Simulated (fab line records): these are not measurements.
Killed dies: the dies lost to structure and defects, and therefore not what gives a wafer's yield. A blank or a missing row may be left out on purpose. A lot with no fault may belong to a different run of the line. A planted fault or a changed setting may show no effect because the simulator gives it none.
Which tool was responsible? ; flow gf180mcu ; 13 lots (39 wafers sampled), 1 step of a 602-step route

== WHAT EACH GAUGE READ, for each wafer ==
GF_V5_OVL_MEAS_15. Usual: V5_OVL -5 nm, standard deviation 4.8.
lot;measured;on;V5_OVL (nm);flag
L792;day 27 10:21;overlay-01;-2 -3 -7;
L793;day 27 11:38;overlay-02;-12 -4 -15;
L794;day 27 22:52;overlay-02;-2 0 -3;
L795;day 28 02:52;overlay-02;-5 -3 -1;
L796;day 28 10:22;overlay-01;-3 -7 -4;
L797;day 28 18:35;overlay-02;1 5 2;
L804;day 30 23:44;overlay-01;-9 -7 -11;
L808;day 32 02:16;overlay-02;-6 -7 -1;
L809;day 32 04:03;overlay-02;-1 -10 -13;
L810;day 32 10:35;overlay-02;-8 -11 -15;
L811;day 32 14:46;overlay-01;-9 -7 -16;
L813;day 33 03:34;overlay-02;0 -6 0;
L814;day 33 09:49;overlay-02;-3 -6 -11;

== TOOL THAT RAN EACH LOT (tool first, then ch and the chambers of the sampled wafers, then the start) ==
Record: no process step prior to these readings.

== WHAT THE TOOLS THEMSELVES READ (means of the sampled wafers that have a number; where no wafer has one, the mark that the record gives instead) ==
The record holds no such reading with a usual standard deviation.

== THE ANSWER, worked out from the rows above alone ==
Rule: take the mean of a lot's wafers that have a number; if it is more than 3 standard deviations from the usual mean, the lot is off. A lot without any number at a reading at which 4 lots or more have one is off too. The other lots that the step has rows for count as sound. Order of review: gauges by route order, followed by the tools' own readings, for which a lot's mean as printed above is used. At the first step where some lot is off, the reading lying furthest off is the one used; lots without a number count as furthest.
No lot is off at any reading shown: from this, nothing can be told.

== WHAT WAS PUT IN BY THE SIMULATOR ==
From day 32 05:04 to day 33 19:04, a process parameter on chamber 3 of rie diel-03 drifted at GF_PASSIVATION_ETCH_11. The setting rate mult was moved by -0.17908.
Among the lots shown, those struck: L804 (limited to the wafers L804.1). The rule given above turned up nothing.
